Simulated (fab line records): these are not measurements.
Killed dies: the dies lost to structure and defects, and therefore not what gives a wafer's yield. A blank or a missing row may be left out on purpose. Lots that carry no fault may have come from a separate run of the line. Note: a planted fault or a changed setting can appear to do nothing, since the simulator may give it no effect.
2 desks, one fault -- flow sky130 -- each desk has only its own numbers; what lay behind them comes last

== FOR THE TOOL OWNER'S DESK: cmp-01 ==
The tool's own readings at SKY_VIA3_CMP_02 (polishes SiO2): means of the sampled wafers that have a number, for each lot that ran on this tool. The brackets show how far a lot's mean lies from the usual mean; more than 4 standard deviations puts the lot out of limits, marked OUT.
Columns: A = motor current A at SKY_VIA3_CMP_02, usual 11.3 A
lot,first seen here,A
L555,day 38 20:17,11.4
L557,day 39 13:32,11.1
L558,day 39 13:56,12.0
L561,day 40 19:13,10.9
L564,day 41 12:04,11.8
L575,day 44 10:43,11.9
L576,day 45 02:41,10.9
This desk's verdict: no lot among the 7 shows anything out of limits.

== FROM THE METROLOGY DESK ==
What the gauges read for every lot (on any tool): the sampled wafers with a number, averaged. The brackets show how far a lot's mean lies from the usual mean; more than 4 standard deviations puts the lot out of limits, marked OUT.
Columns: A = PAD_OPEN_BOW at SKY_PAD_OPEN_BOW_MEAS_13, usual 47 um
lot,first seen here,A
L555,day 46 00:10,45
L556,day 46 08:59,51
L557,day 46 12:13,50
L558,day 46 14:44,43
L559,day 46 21:18,43
L561,day 47 16:08,42
L562,day 48 00:34,66
L564,day 48 08:01,40
L569,day 49 11:10,43
L570,day 49 17:02,54
L575,day 50 11:10,52
L576,day 50 22:58,35
This desk's verdict: no lot among the 12 shows anything out of limits.

== PUT TOGETHER ==
The desk of the tool owner found nothing out of limits.
Metrology desk: nothing out of limits seen.

== WHAT THE SIMULATOR PUT IN ==
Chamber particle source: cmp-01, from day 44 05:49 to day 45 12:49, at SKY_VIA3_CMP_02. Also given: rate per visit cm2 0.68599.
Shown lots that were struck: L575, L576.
